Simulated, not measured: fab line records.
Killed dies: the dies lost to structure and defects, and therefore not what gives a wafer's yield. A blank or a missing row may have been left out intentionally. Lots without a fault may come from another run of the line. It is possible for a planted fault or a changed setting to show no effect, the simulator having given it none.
A lot that was struck, set against a sound lot :: flow sky130 :: 17 steps out of a route of 708
Sound: wafers L317.1, L317.3, L317.6. Wafers struck: L309.1, L309.5, L309.6. Last of all comes the cause.
Per side, at each step with rows, come the tool, then ch with its chambers, and then its first start. Under that, the readings that differ: sound wafers :: struck wafers :: difference of the means :: sigmas: that difference in standard deviations of wafers without a fault.
alike: same words and numbers on both sides, and readings whose means sit less than 2 such deviations apart. not compared: any withheld reading, any reading some wafer has no value for, any bound like >300 that may hide the same value, and any number with overlapping values for which the record gives no deviation.
Wherever a step has rows on one side only, a row that says differs or no value, or a row with sigmas, the two part there. Numbers that have no deviation but don't overlap get no sigmas and don't part them. Lack of a reading on every wafer of one side parts them only where that side has two or more wafers.

SKY_POLY_GATE_THK_MEAS_04:
  struck on filmMetro-03, day 19 21:20; sound on filmMetro-03, day 22 09:00
  alike: POLY_GATE_CVD_03_THK
then, 8 steps without rows for these wafers: SKY_POLY_GATE_DEHYDRATE_05 (time 60 s); SKY_POLY_GATE_HMDS_06 (prime time 60 s); SKY_POLY_GATE_COAT_07 (resist thk 110 nm); SKY_POLY_GATE_COAT_08 (resist thk 450 nm); SKY_POLY_GATE_SOFTBAKE_09 (time 90 s); SKY_POLY_GATE_EXPOSE_10 (exposes mask P1M, target cd 150 nm); SKY_POLY_GATE_PEB_11; SKY_POLY_GATE_DEVELOP_12 (develop time 60 s).
SKY_POLY_GATE_CD_MEAS_13: the cd target is 150 nm.
  struck on cdSem-01, day 21 04:54; sound on cdSem-02, day 23 14:36
  alike: cdNm
SKY_POLY_GATE_OVL_MEAS_14:
  struck on overlay-02, day 21 05:01; sound on overlay-01, day 23 14:43
  alike: POLY_GATE_OVL
SKY_POLY_GATE_ETCH_15: etches BARC in N2/H2, stops on SiO2, time 118.5 s, target depth 110 nm.
  sound on rieDiel-03 ch 1,2, day 23 14:45; struck on rieDiel-04 ch 0,1,3, day 21 05:03
  alike: biasW, chamberPressureMTorr, drypumpMotorCurrentA, oesProductAu, throttleValvePct
  not compared: rfHoursCounterH
SKY_POLY_GATE_ETCH_16: etches Si3N4 in CH3F/O2, stops on poly-Si, time 147.5 s, target depth 75 nm.
  sound on rieDiel-03 ch 1,2, day 23 14:50; struck on rieDiel-04 ch 0,1,3, day 21 05:08
  no value came back on the struck wafers for any of 5 readings (O2_flow_sccm (sccm), biasW (W) and others); on the sound wafers O2_flow_sccm (sccm) reads 30.00 29.99 30.15
reading: model.KrF-thick_of_POLY_GATE_COAT_08.thkNm (nm)
sound: 235.4 239.3 235
struck: 343.6 344.2 342.5
difference: +106.9
sigmas: 
  not compared: rfHoursCounterH
SKY_POLY_GATE_ETCH_17: etches poly-Si in HBr/Cl2, stops on SiO2, target depth 180 nm, time 70.5 s.
  sound on rieSi-02 ch 0,3, day 23 14:56; struck on rieSi-01 ch 0,1,3, day 21 05:14
reading: model.KrF-thick_of_POLY_GATE_COAT_08.thkNm (nm)
sound: 141.1 144.8 140.1
struck: 251.1 251.5 250.7
difference: +109.1
sigmas: 
  alike: HBr_flow_sccm, biasW, drypumpMotorCurrentA, heBacksideLeakSccm, oesProductAu, throttleValvePct
  not compared: rfHoursCounterH
SKY_POLY_GATE_STRIP_18: strips in O2/N2.
  sound on plasmaAsher-01 ch 1, day 23 14:59; struck on plasmaAsher-01 ch 0,1, day 21 05:17
reading: oesProductAu (a.u.)
sound: 0.363 0.357 0.366
struck: 0.414 0.411 0.421
difference: +0.053
sigmas: +11

reading: stripTimeToEndpointS (s)
sound: 3.21 3.24 3.18
struck: 4.36 4.36 4.37
difference: +1.15
sigmas: +34
  alike: drypumpMotorCurrentA
  not compared: rfHoursCounterH
then, 1 step without rows for these wafers: SKY_POLY_GATE_CLEAN_19 (cleans in SC1/SC2, time 150 s).
-- a jump in the record: the struck wafers' starts before and after are 28 days apart (it breaks off in module POLY_GATE and resumes in module PAD_OPEN, where the first step shown is number 708 of the route) --
SKY_PAD_OPEN_PROBE_99:
  the record has rows for the struck wafers here (prober-02, day 49 02:12) and none for the sound ones

== WHERE THEY PART ==
Earliest at SKY_POLY_GATE_ETCH_16; latest, in this record, at SKY_PAD_OPEN_PROBE_99.

WHY: whatever the simulator had introduced
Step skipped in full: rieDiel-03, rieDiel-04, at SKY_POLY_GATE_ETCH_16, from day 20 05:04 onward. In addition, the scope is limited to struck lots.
